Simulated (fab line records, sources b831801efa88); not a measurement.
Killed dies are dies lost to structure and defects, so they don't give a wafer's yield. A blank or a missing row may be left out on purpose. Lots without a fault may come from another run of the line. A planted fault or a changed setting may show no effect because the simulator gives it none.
Which tool did it? | flow gf180mcu | 7 lots, 21 wafers sampled, at 2 steps of a route of 602

WHAT THE GAUGES READ, wafer by wafer
GF_DUAL_GATE_THK_MEAS_03.
lot  | measured     | on            | DUAL_GATE_OXIDATION_00_THK (nm)
L631 | day 8 12:59  | film_metro-03 | 10.45 10.59 10.58
L633 | day 9 03:49  | film_metro-02 | 17.61 17.45 17.30
L643 | day 11 20:20 | film_metro-03 | 16.99 17.12 17.13
L645 | day 12 09:20 | film_metro-02 | 10.74 10.73 10.77
L647 | day 12 23:22 | film_metro-02 | 10.85 10.92 10.85
L649 | day 13 14:27 | film_metro-04 | 10.81 10.87 10.76
L651 | day 14 01:26 | film_metro-04 | 10.87 10.97 10.72

WHICH TOOL RAN EACH LOT (tool, then ch and the chambers of the sampled wafers, then the start)
lot  | GF_DUAL_GATE_OXIDATION_02
L631 | furnace-02 ch 0, day 8 11:32
L633 | furnace-01 ch 0, day 8 23:31 and furnace-02 ch 0, day 9 02:20
L643 | furnace-01 ch 0, day 11 17:16
L645 | furnace-01 ch 0, day 12 07:52
L647 | furnace-02 ch 0, day 12 21:54
L649 | furnace-02 ch 0, day 13 13:00
L651 | furnace-01 ch 0, day 13 23:59
- GF_DUAL_GATE_OXIDATION_02: stabilise 600 s, purge 300 s, target thk 10.887 nm.

THE ANSWER, worked out from the rows above alone
Rule: what is usual is taken from the lots themselves. Put in order of their means at a reading, lots are off if they are a third of the lots or fewer, leave a main group of 4 or more, and stand apart from it by a gap of 3 or more times the standard deviation of the main group's means; of several such gaps the widest counts. A main group whose means are all the same, to the digits that the tables above print for the reading, isn't used. A lot without any number at a reading at which 4 lots or more have one is off too. The other lots that the step has rows for count as sound.
Off: L633, L643, at GF_DUAL_GATE_THK_MEAS_03 (DUAL_GATE_OXIDATION_00_THK). The main group: mean 10.77 nm, standard deviation 0.12.
A tool fits if, at a process step before that reading, it ran every lot that is off, and no sound lot after the first of them. The gauges at GF_DUAL_GATE_THK_MEAS_03 are tried like those tools. None of those tried fits.

WHAT THE SIMULATOR HAD PUT IN
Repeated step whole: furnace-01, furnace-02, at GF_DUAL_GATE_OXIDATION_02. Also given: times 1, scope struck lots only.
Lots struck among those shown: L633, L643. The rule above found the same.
